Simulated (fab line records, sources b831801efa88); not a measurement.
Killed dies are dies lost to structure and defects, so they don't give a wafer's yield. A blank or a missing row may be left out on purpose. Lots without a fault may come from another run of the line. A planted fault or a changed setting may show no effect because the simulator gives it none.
fab line records | flow sky130
record lots=12 wafers=36 last_day=50
route steps=708 shown LDD_P@264 LI_CONTACT@365 LOCAL_INTERCONNECT@400
lots that met no fault: from a run of the same line without faults
start_h: hours from the record's first day to the start of the lot's first wafer shown | wait_h: hours since the lot's step before | " the same as in the row above | L1.1+2: a row that stands for several wafers | - no value, or no start given | * or withheld: withheld | < > ~ a bound
route shown NAME@n: a module of which the file shows steps, and the number in the route of the first | usual: mean/standard deviation of fault-free wafers | same: alike in all rows | chamber/n: place in a boat | sites: the reading at each site | _std_site: their standard deviation | _edge_site: outer sites' mean less inner sites' | radius_mm: how far each site lies from the wafer's centre | mask NAME#n: copy n | behind: the tool/chamber that last shaped the wafer | hold: why the lot was held/for how many hours/how that ended | device: the transistor (n, p or np) that didn't switch | end of line: the same wafers' tests at the end of the route | a step without rows: its recipe alone | killed: dies lost to structure and defects at the first sort, not the wafer's yield | map: a wafer's dies, x killed, . not, _ none there
set.NAME: the setting as run; set.NAME@STEP: as run at that earlier step | model.NAME: the simulator's own value behind a step, which no gauge read
steps of the route over a sample of lots; a table a step, a row a wafer
services: from which hour (start_h, from the record's first day; less than 0 if before it) a tool's chamber was out of use, for how many hours, and why
## steps
# step SKY_LDD_P_IMPLANT_09
# recipe species=BF2 energy_kev=25 dose_cm2=1e+13 tilt_deg=withheld
# usual faraday_current_uA=56.3/1.1
# columns lot.wafer tool chamber start_h wait_h faraday_current_uA
L688.1 implanter-04 0 439.43 0.0 55.6
L688.3 " 0 " " 55.7
L688.5 " 0 " " 57.1
L690.1 implanter-01 0 459.71 0.0 55.8
L690.2 " 0 " " 58.0
L690.4 " 0 " " 55.3
L694.1 implanter-01 0 491.78 0.0 56.3
L694.2 " 0 " " 55.3
L694.3 " 0 " " 55.0
L693.1 implanter-03 0 492.39 0.0 55.6
L693.3 " 0 " " 56.2
L693.4 " 0 " " 57.6
L698.1 implanter-01 0 547.78 0.0 55.9
L698.2 " 0 " " 56.0
L698.4 " 0 " " 56.7
L701.1 implanter-03 0 564.76 0.0 56.4
L701.2 " 0 " " 56.9
L701.4 " 0 " " 56.6
L700.1 implanter-01 0 564.88 0.0 57.9
L700.3 " 0 " " 60.1
L700.6 " 0 " " 56.3
L700.1 implanter-01 0 565.20 0.3 56.8
L700.3 " 0 " " 55.6
L700.6 " 0 " " 58.3
L706.3 implanter-04 0 599.79 0.1 56.6
L706.5 " 0 " " 55.0
L706.6 " 0 " " 54.7
L706.3 implanter-04 0 600.11 0.3 54.8
L706.5 " 0 " " 56.7
L706.6 " 0 " " 58.1
L707.1 implanter-03 0 604.63 0.0 55.2
L707.2 " 0 " " 57.4
L707.5 " 0 " " 55.0
L708.1 implanter-01 0 618.19 0.0 58.1
L708.3 " 0 " " 56.9
L708.4 " 0 " " 56.1
L710.2 implanter-03 0 623.50 0.0 54.6
L710.3 " 0 " " 57.0
L710.5 " 0 " " 57.3
L709.2 implanter-01 0 625.00 0.0 57.4
L709.4 " 0 " " 56.2
L709.5 " 0 " " 57.0
# step SKY_LDD_P_TW_MEAS_11
# usual LDD_P_TW=631/5.3
# columns lot.wafer tool chamber start_h wait_h LDD_P_TW
L688.1 film_metro-02 - 439.68 0.1 628
L688.3 " - " " 624
L688.5 " - " " 624
L690.1 film_metro-04 - 459.96 0.1 639
L690.2 " - " " 638
L690.4 " - " " 640
L694.1 film_metro-04 - 492.03 0.1 638
L694.2 " - " " 636
L694.3 " - " " 638
L693.1 film_metro-02 - 492.64 0.1 624
L693.3 " - " " 625
L693.4 " - " " 627
L698.1 film_metro-02 - 548.03 0.1 627
L698.2 " - " " 628
L698.4 " - " " 626
L701.1 film_metro-03 - 565.01 0.1 627
L701.2 " - " " 631
L701.4 " - " " 629
L700.1 film_metro-02 - 565.45 0.1 772
L700.3 " - " " 772
L700.6 " - " " 776
L706.3 film_metro-03 - 600.33 0.1 781
L706.5 " - " " 778
L706.6 " - " " 784
L707.1 film_metro-04 - 604.88 0.1 637
L707.2 " - " " 640
L707.5 " - " " 639
L708.1 film_metro-04 - 618.44 0.1 635
L708.3 " - " " 635
L708.4 " - " " 639
L710.2 film_metro-04 - 623.74 0.1 636
L710.3 " - " " 636
L710.5 " - " " 636
L709.2 film_metro-02 - 625.24 0.1 626
L709.4 " - " " 628
L709.5 " - " " 628
# step SKY_LI_CONTACT_BOW_MEAS_03
# recipe mode=bow
# usual LI_CONTACT_BOW=56/7
# columns lot.wafer tool chamber start_h wait_h LI_CONTACT_BOW[um]
L688.1 film_metro-02 - 654.87 0.2 61
L688.3 " - " " 58
L688.5 " - " " 52
L690.1 film_metro-02 - 670.97 0.2 52
L690.2 " - " " 60
L690.4 " - " " 58
L694.1 film_metro-01 - 703.68 0.1 53
L694.2 " - " " 64
L694.3 " - " " 60
L693.1 film_metro-04 - 703.98 0.2 57
L693.3 " - " " 60
L693.4 " - " " 63
L698.1 film_metro-01 - 750.77 0.2 49
L698.2 " - " " 65
L698.4 " - " " 58
L701.1 film_metro-01 - 770.81 0.2 55
L701.2 " - " " 71
L701.4 " - " " 46
L700.1 film_metro-04 - 771.11 0.1 50
L700.3 " - " " 55
L700.6 " - " " 46
L706.3 film_metro-04 - 798.44 0.2 58
L706.5 " - " " 47
L706.6 " - " " 61
L707.1 film_metro-02 - 803.26 0.2 66
L707.2 " - " " 56
L707.5 " - " " 53
L708.1 film_metro-01 - 835.78 0.2 59
L708.3 " - " " 64
L708.4 " - " " 55
L710.2 film_metro-02 - 837.61 0.2 54
L710.3 " - " " 48
L710.5 " - " " 55
L709.2 film_metro-04 - 838.02 0.2 54
L709.4 " - " " 51
L709.5 " - " " 38
# step SKY_LI_CONTACT_CMP_24
# recipe stop_on=PSG t_overpolish_s=20 down_force_psi=3.5 platen_rpm=60 target_thk_nm=0 pad_velocity_m_s=0.94248
# usual motor_current_A=11.1/1.5 overpolish_run_s=20.001/0.0095 time_to_endpoint_s=97/4.2
# columns lot.wafer tool chamber start_h wait_h motor_current_A overpolish_run_s time_to_endpoint_s
L688.3 cmp-01 1 684.97 0.0 14.3 20.018 99
L688.1 " 2 " " 9.7 20.017 93
L688.5 " 1 " " 14.4 20.016 102
L690.1 cmp-01 2 700.14 0.1 9.3 20.007 91
L690.4 " 3 " " 10.2 19.996 97
L690.2 " 1 " " 14.2 20.002 100
L694.3 cmp-02 0 732.23 0.0 12.6 19.995 93
L694.1 " 2 " " 9.9 20.012 98
L694.2 " 3 " " 9.7 20.006 93
L693.1 cmp-02 2 732.71 0.1 10.3 20.000 101
L693.3 " 3 " " 9.8 19.997 92
L693.4 " 0 " " 13.1 19.995 95
L698.4 cmp-02 1 778.78 0.0 11.3 19.991 102
L698.2 " 3 " " 9.7 20.006 89
L698.1 " 0 " " 12.8 20.009 92
L701.1 cmp-01 1 798.16 0.1 13.6 20.012 98
L701.4 " 2 " " 9.8 19.992 94
L701.2 " 0 " " 10.5 19.992 95
L700.1 cmp-01 1 798.56 0.3 14.1 19.983 103
L700.3 " 2 " " 8.9 19.989 94
L700.6 " 0 " " 10.4 20.009 104
L706.3 cmp-01 2 838.23 0.3 9.4 20.005 93
L706.5 " 1 " " 13.6 20.006 99
L706.6 " 2 " " 9.5 19.995 91
L707.1 cmp-01 3 840.06 0.1 10.7 20.001 96
L707.2 " 0 " " 10.5 20.023 98
L707.5 " 1 " " 13.0 20.010 102
L708.4 cmp-01 3 853.05 0.3 11.0 20.000 98
L708.1 " 0 " " 10.7 19.976 99
L708.3 " 1 " " 14.0 19.990 102
L710.3 cmp-01 1 859.63 0.0 13.2 20.003 101
L710.2 " 2 " " 9.7 20.001 95
L710.5 " 2 " " 9.8 19.986 93
L709.2 cmp-02 2 861.23 0.0 10.4 19.997 101
L709.4 " 3 " " 9.6 20.006 92
L709.5 " 2 " " 10.4 20.008 99
# step SKY_LOCAL_INTERCONNECT_ETCH_13
# recipe chemistry=N2/H2 target=BARC ion_energy_ev=200 bias_w=100 pressure_mtorr=30 n2_flow_sccm=100 h2_flow_sccm=200 icp_w=500 stop_on=SiO2 time_s=45.9 target_depth_a=600
# usual drypump_motor_current_A=5.8/0.48 h2_flow_sccm=200.0/0.59 oes_product_au=0.855/0.0047 throttle_valve_pct=13.225/0.0082
# columns lot.wafer tool chamber start_h wait_h drypump_motor_current_A h2_flow_sccm oes_product_au rf_hours_counter_h throttle_valve_pct
L688.1 rie_metal-03 1 713.24 0.0 5.8 200.1 0.859 0 13.223
L688.3 " 0 " " 6.5 200.2 0.852 - 13.221
L688.5 " 1 " " 5.8 200.3 0.849 - 13.231
L690.1 rie_metal-01 0 727.73 0.0 6.0 200.4 0.860 11 13.220
L690.2 " 1 " " 5.4 201.0 0.864 11 13.222
L690.4 " 0 " " 6.0 200.2 0.863 - 13.227
L694.1 rie_metal-04 0 760.03 0.0 5.9 200.1 0.859 9 13.231
L694.2 " 1 " " 4.9 199.5 0.856 7 13.213
L694.3 " 1 " " 4.9 198.7 0.853 - 13.240
L693.1 rie_metal-01 0 760.59 0.0 6.0 199.9 0.854 12 13.220
L693.3 " 0 " " 6.0 200.7 0.862 - 13.209
L693.4 " 1 " " 5.4 199.5 0.857 - 13.205
L698.1 rie_metal-01 0 806.29 0.0 6.0 200.9 0.850 13 13.226
L698.2 " 1 " " 5.4 199.8 0.846 14 13.218
L698.4 " 1 " " 5.4 200.1 0.851 - 13.227
L701.1 rie_metal-04 1 837.01 0.0 5.0 199.4 0.855 9 13.219
L701.2 " 0 " " 5.9 200.6 0.846 11 13.223
L701.4 " 0 " " 5.9 200.5 0.854 - 13.229
L700.1 rie_metal-03 0 837.49 0.0 6.5 199.9 0.855 5 13.224
L700.3 " 0 " " 6.4 200.1 0.857 - 13.229
L700.6 " 0 " " 6.4 200.7 0.862 - 13.235
L706.3 rie_metal-04 1 861.06 0.0 4.9 200.1 0.857 - 13.225
L706.5 " 1 " " 5.0 199.2 0.853 - 13.237
L706.6 " 0 " " 5.9 200.2 0.856 - 13.213
L707.1 rie_metal-03 0 863.64 0.0 6.5 200.4 0.850 6 13.234
L707.2 " 1 " " 5.8 200.2 0.854 5 13.209
L707.5 " 0 " " 6.5 200.2 0.858 - 13.224
L708.1 rie_metal-03 1 878.74 0.0 5.7 201.3 0.852 5 13.227
L708.3 " 1 " " 5.8 201.0 0.861 - 13.215
L708.4 " 0 " " 6.4 199.1 0.855 - 13.233
L710.2 rie_metal-04 0 884.08 0.0 5.8 200.2 0.859 14 13.216
L710.3 " 1 " " 5.0 200.0 0.859 - 13.238
L710.5 " 1 " " 4.9 201.1 0.850 - 13.224
L709.2 rie_metal-03 1 886.73 0.0 5.8 199.3 0.848 6 13.223
L709.4 " 1 " " 5.8 199.8 0.857 - 13.216
L709.5 " 1 " " 5.8 198.9 0.873 - 13.224
## services
# columns tool chamber start_h hours kind
cmp-01 - 422.09 1.2 repair
cmp-02 - 423.07 1.1 repair
implanter-01 - 429.52 1.7 repair
cmp-01 - 454.26 0.8 repair
cmp-01 - 458.90 0.7 repair
implanter-03 - 487.44 2.2 repair
cmp-01 - 492.21 4.6 repair
rie_metal-03 0 513.22 3.2 repair
implanter-03 - 551.52 4.7 repair
cmp-01 - 556.83 2.0 repair
cmp-01 - 557.60 1.3 repair
cmp-01 - 572.00 4.0 pm
cmp-01 - 583.87 6.4 pm
cmp-02 - 587.84 6.3 repair
cmp-01 - 594.11 3.9 repair
implanter-01 - 596.17 6.9 pm
implanter-01 - 612.89 1.3 repair
implanter-01 - 688.91 2.3 repair
cmp-01 - 769.40 4.3 repair
cmp-01 - 783.64 4.2 pm
implanter-01 - 788.07 1.3 repair
cmp-01 - 826.16 0.8 repair
cmp-01 - 878.11 0.3 repair
implanter-01 - 882.61 5.6 pm
## key
first_sign step=SKY_LDD_P_IMPLANT_09 reading=visit direction=added
effect step=SKY_LDD_P_TW_MEAS_11 reading=LDD_P_TW direction=up sigmas=28 usual=631 struck=777
met_at SKY_LDD_P_IMPLANT_09
struck_lots L700,L706
tester_left_out L700,L706
not_acting_at SKY_LI_CONTACT_BOW_MEAS_03,SKY_LI_CONTACT_CMP_24,SKY_LOCAL_INTERCONNECT_ETCH_13
fault kind=repeated_step_whole tool=implanter-01,implanter-03,implanter-04 chamber=- onset_h=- steps=SKY_LDD_P_IMPLANT_09 times=1 scope=struck_lots_only
# tester_left_out: of these lots the tester's yield and bins aren't shown, on N5 and GAA mostly nor the transistor test; their killed dies are dies lost to structure and defects alone, not to doping, threshold or leakage, so they don't give the yield
